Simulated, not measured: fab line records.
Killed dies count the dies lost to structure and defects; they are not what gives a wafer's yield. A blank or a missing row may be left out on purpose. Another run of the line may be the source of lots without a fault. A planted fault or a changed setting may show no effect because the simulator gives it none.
Which of the tools did it? :: flow gf180mcu :: Sampling: 14 lots, 42 wafers, 3 of 602 route steps

== WHAT THE GAUGES READ, wafer by wafer ==
GF_CONTACT_THK_MEAS_01. Usual: for CONTACT_CVD_00_THK the level is 301 nm and the standard deviation is 3.6.
lot: L498
measured: day 15 03:39
on: film_metro-03
CONTACT_CVD_00_THK (nm): 293 296 297
flag: 

lot: L499
measured: day 15 23:38
on: film_metro-04
CONTACT_CVD_00_THK (nm): 294 301 302
flag: 

lot: L500
measured: day 16 06:01
on: film_metro-03
CONTACT_CVD_00_THK (nm): 303 303 300
flag: 

lot: L501
measured: day 16 12:43
on: film_metro-01
CONTACT_CVD_00_THK (nm): 297 296 296
flag: 

lot: L503
measured: day 17 15:19
on: film_metro-03
CONTACT_CVD_00_THK (nm): 306 301 299
flag: 

lot: L507
measured: day 18 16:26
on: film_metro-01
CONTACT_CVD_00_THK (nm): 297 297 298
flag: 

lot: L508
measured: day 19 05:58
on: film_metro-01
CONTACT_CVD_00_THK (nm): 300 303 301
flag: 

lot: L514
measured: day 21 05:07
on: film_metro-03
CONTACT_CVD_00_THK (nm): 304 305 304
flag: 

lot: L515
measured: day 21 13:39
on: film_metro-04
CONTACT_CVD_00_THK (nm): 306 304 299
flag: 

lot: L517
measured: day 22 04:54
on: film_metro-04
CONTACT_CVD_00_THK (nm): 304 304 301
flag: 

lot: L518
measured: day 22 12:34
on: film_metro-01
CONTACT_CVD_00_THK (nm): 306 305 303
flag: 

lot: L519
measured: day 23 00:38
on: film_metro-01
CONTACT_CVD_00_THK (nm): 298 302 304
flag: 

lot: L520
measured: day 23 04:19
on: film_metro-03
CONTACT_CVD_00_THK (nm): 295 298 296
flag: 

lot: L521
measured: day 23 13:39
on: film_metro-03
CONTACT_CVD_00_THK (nm): 307 307 305
flag: 

== TOOL THAT RAN EACH LOT (tool first, then ch and the chambers of the sampled wafers, then the start) ==
lot: L498
GF_SAB_CVD_00: pecvd-02 ch 1,2, day 14 06:01
GF_SAB_SOFTBAKE_05: litho_track-01 ch 0, day 14 16:08

lot: L499
GF_SAB_CVD_00: pecvd-03 ch 0,2, day 15 00:33
GF_SAB_SOFTBAKE_05: litho_track-02 ch 0, day 15 11:28

lot: L500
GF_SAB_CVD_00: pecvd-04 ch 0,1,2, day 15 07:19
GF_SAB_SOFTBAKE_05: litho_track-04 ch 0, day 15 17:39

lot: L501
GF_SAB_CVD_00: pecvd-04 ch 0,2, day 15 13:22
GF_SAB_SOFTBAKE_05: litho_track-02 ch 0, day 16 00:26

lot: L503
GF_SAB_CVD_00: pecvd-04 ch 0,1,2, day 16 14:57
GF_SAB_SOFTBAKE_05: litho_track-04 ch 0, day 17 02:21

lot: L507
GF_SAB_CVD_00: pecvd-03 ch 0,2, day 17 15:25
GF_SAB_SOFTBAKE_05: litho_track-02 ch 0, day 18 02:58

lot: L508
GF_SAB_CVD_00: pecvd-02 ch 0,1,2, day 18 05:46
GF_SAB_SOFTBAKE_05: litho_track-02 ch 0, day 18 17:31

lot: L514
GF_SAB_CVD_00: pecvd-03 ch 1,2, day 20 03:52
GF_SAB_SOFTBAKE_05: litho_track-04 ch 0, day 20 15:45

lot: L515
GF_SAB_CVD_00: pecvd-03 ch 0,1, day 20 12:23
GF_SAB_SOFTBAKE_05: litho_track-01 ch 0, day 21 00:11

lot: L517
GF_SAB_CVD_00: pecvd-03 ch 0,1, day 21 04:34
GF_SAB_SOFTBAKE_05: litho_track-02 ch 0, day 21 16:01

lot: L518
GF_SAB_CVD_00: pecvd-02 ch 0,1,2, day 21 12:10
GF_SAB_SOFTBAKE_05: litho_track-04 ch 0, day 21 23:55

lot: L519
GF_SAB_CVD_00: pecvd-02 ch 0,1,2, day 22 00:13
GF_SAB_SOFTBAKE_05: litho_track-04 ch 0, day 22 11:47

lot: L520
GF_SAB_CVD_00: pecvd-03 ch 1,2, day 22 04:10
GF_SAB_SOFTBAKE_05: litho_track-01 ch 0, day 22 15:48

lot: L521
GF_SAB_CVD_00: pecvd-02 ch 0,1,2, day 22 13:07
GF_SAB_SOFTBAKE_05: litho_track-04 ch 0, day 23 00:40
- GF_SAB_CVD_00: deposits SiO2 from TEOS, target thk 50 nm, time 4.9302 s.
- GF_SAB_SOFTBAKE_05: time 60 s.

== AS READ BY THE TOOLS THEMSELVES (means over the sampled wafers that have a number; for cases with no such wafer, the mark the record gives instead) ==
GF_SAB_CVD_00. Usual: heater_power_w 695 W, standard deviation 74; susceptor_temp_C 400.01 C, standard deviation 0.19.
lot: L498
tool: pecvd-02
heater_power_w (W): 763
susceptor_temp_C (C): 399.87
flag: 

lot: L499
tool: pecvd-03
heater_power_w (W): 763
susceptor_temp_C (C): 400.12
flag: 

lot: L500
tool: pecvd-04
heater_power_w (W): 659
susceptor_temp_C (C): 400.07
flag: 

lot: L501
tool: pecvd-04
heater_power_w (W): 652
susceptor_temp_C (C): 399.93
flag: 

lot: L503
tool: pecvd-04
heater_power_w (W): 610
susceptor_temp_C (C): 399.92
flag: 

lot: L507
tool: pecvd-03
heater_power_w (W): 709
susceptor_temp_C (C): 400.01
flag: 

lot: L508
tool: pecvd-02
heater_power_w (W): 698
susceptor_temp_C (C): 400.04
flag: 

lot: L514
tool: pecvd-03
heater_power_w (W): 759
susceptor_temp_C (C): 399.94
flag: 

lot: L515
tool: pecvd-03
heater_power_w (W): 682
susceptor_temp_C (C): 400.10
flag: 

lot: L517
tool: pecvd-03
heater_power_w (W): 686
susceptor_temp_C (C): 399.97
flag: 

lot: L518
tool: pecvd-02
heater_power_w (W): 781
susceptor_temp_C (C): 399.90
flag: 

lot: L519
tool: pecvd-02
heater_power_w (W): 707
susceptor_temp_C (C): 400.04
flag: 

lot: L520
tool: pecvd-03
heater_power_w (W): 758
susceptor_temp_C (C): 399.81
flag: 

lot: L521
tool: pecvd-02
heater_power_w (W): 669
susceptor_temp_C (C): 399.92
flag: 

GF_SAB_SOFTBAKE_05. Usual: exhaust_pa 45.0 Pa, standard deviation 0.86; heater_power_total_W 56.59 W, standard deviation 0.041; run_length_s 89.12 s, standard deviation 0.15.
lot: L498
tool: litho_track-01
exhaust_pa (Pa): 44.5
heater_power_total_W (W): 56.60
run_length_s (s): 89.29
flag: 

lot: L499
tool: litho_track-02
exhaust_pa (Pa): 45.3
heater_power_total_W (W): 56.57
run_length_s (s): 89.21
flag: 

lot: L500
tool: litho_track-04
exhaust_pa (Pa): 44.9
heater_power_total_W (W): 56.56
run_length_s (s): 89.03
flag: 

lot: L501
tool: litho_track-02
exhaust_pa (Pa): 45.3
heater_power_total_W (W): 56.59
run_length_s (s): 89.24
flag: 

lot: L503
tool: litho_track-04
exhaust_pa (Pa): 44.7
heater_power_total_W (W): 56.60
run_length_s (s): 89.01
flag: 

lot: L507
tool: litho_track-02
exhaust_pa (Pa): 45.5
heater_power_total_W (W): 57.31
run_length_s (s): 87.22
flag: OFF

lot: L508
tool: litho_track-02
exhaust_pa (Pa): 44.8
heater_power_total_W (W): 57.32
run_length_s (s): 87.27
flag: OFF

lot: L514
tool: litho_track-04
exhaust_pa (Pa): 44.7
heater_power_total_W (W): 56.61
run_length_s (s): 88.96
flag: 

lot: L515
tool: litho_track-01
exhaust_pa (Pa): 45.2
heater_power_total_W (W): 56.62
run_length_s (s): 89.32
flag: 

lot: L517
tool: litho_track-02
exhaust_pa (Pa): 45.1
heater_power_total_W (W): 56.63
run_length_s (s): 89.05
flag: 

lot: L518
tool: litho_track-04
exhaust_pa (Pa): 45.4
heater_power_total_W (W): 56.59
run_length_s (s): 88.98
flag: 

lot: L519
tool: litho_track-04
exhaust_pa (Pa): 46.2
heater_power_total_W (W): 56.57
run_length_s (s): 88.92
flag: 

lot: L520
tool: litho_track-01
exhaust_pa (Pa): 45.3
heater_power_total_W (W): 56.61
run_length_s (s): 89.32
flag: 

lot: L521
tool: litho_track-04
exhaust_pa (Pa): 45.2
heater_power_total_W (W): 56.58
run_length_s (s): 89.02
flag: 

== THE ANSWER, worked out from the rows above alone ==
Rule: a lot counts as off when the mean over its wafers that have a number is more than 3 standard deviations away from the usual mean. Also off: a lot with no number at a reading for which 4 or more lots have one. Any other lot the step has rows for is counted as sound. Order of review: gauges by route order, followed by the tools' own readings, for which a lot's mean as printed above is used. The first step at which some lot is off is used, and at that step the reading that is off furthest; a lot without a number counts as furthest.
Off: L507, L508 (GF_SAB_SOFTBAKE_05, heater_power_total_W).
A tool fits if, at that step or a process step before it, it ran every lot that is off, and no sound lot after the first of them. Not one of the candidates tried fits.

== WHAT THE SIMULATOR PUT IN ==
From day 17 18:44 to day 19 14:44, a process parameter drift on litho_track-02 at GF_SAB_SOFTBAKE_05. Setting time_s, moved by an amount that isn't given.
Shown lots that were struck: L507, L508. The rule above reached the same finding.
